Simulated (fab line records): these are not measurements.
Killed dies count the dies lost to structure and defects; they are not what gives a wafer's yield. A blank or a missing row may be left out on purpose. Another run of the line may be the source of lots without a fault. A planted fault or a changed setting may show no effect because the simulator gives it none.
Which tool is to blame? || flow sky130 || at 1 step of a route of 708, 10 lots with 30 wafers sampled

== WHAT THE GAUGES SHOWED, per wafer ==
SKY_LI_CONTACT_CD_MEAS_12: target cd 170 nm.
{"lot": "L179", "measured": "day 29 12:08", "on": "cd sem-01", "cd nm (nm)": "169.6 169.5 169.0"}
{"lot": "L186", "measured": "day 31 18:31", "on": "cd sem-01", "cd nm (nm)": "171.5 171.6 171.0"}
{"lot": "L185", "measured": "day 31 19:55", "on": "cd sem-01", "cd nm (nm)": "168.8 169.6 168.2"}
{"lot": "L189", "measured": "day 32 18:21", "on": "cd sem-01", "cd nm (nm)": "168.3 167.9 167.1"}
{"lot": "L191", "measured": "day 33 17:38", "on": "cd sem-01", "cd nm (nm)": "169.7 169.2 170.8"}
{"lot": "L193", "measured": "day 34 00:32", "on": "cd sem-01", "cd nm (nm)": "169.8 170.1 169.4"}
{"lot": "L195", "measured": "day 34 18:20", "on": "cd sem-01", "cd nm (nm)": "168.5 169.4 170.1"}
{"lot": "L196", "measured": "day 35 02:29", "on": "cd sem-01", "cd nm (nm)": "169.8 170.7 170.2"}
{"lot": "L198", "measured": "day 35 20:44", "on": "cd sem-02", "cd nm (nm)": "170.0 170.0 168.8"}
{"lot": "L201", "measured": "day 36 22:52", "on": "cd sem-01", "cd nm (nm)": "170.6 170.6 171.5"}

== EACH LOT AND THE TOOL THAT RAN IT (in order: tool; ch and the chambers of the sampled wafers; start) ==
The record shows no process step preceding these readings.

== THE ANSWER, worked out from the rows above alone ==
Rule: the usual values come from the lots themselves. Put in order of their means at a reading, lots are off if they are a third of the lots or fewer, leave a main group of 4 or more, and stand apart from it by a gap of 3 or more times the standard deviation of the main group's means; of several such gaps the widest counts. A main group is skipped when, at the precision printed for the reading in the tables above, its means are all equal. Also off: a lot with no number at a reading for which 4 or more lots have one. Where the step has rows for the other lots, those lots are counted as sound.
Across all readings shown, no lot is off: no conclusion can be drawn from this.

== WHAT WAS PUT IN BY THE SIMULATOR ==
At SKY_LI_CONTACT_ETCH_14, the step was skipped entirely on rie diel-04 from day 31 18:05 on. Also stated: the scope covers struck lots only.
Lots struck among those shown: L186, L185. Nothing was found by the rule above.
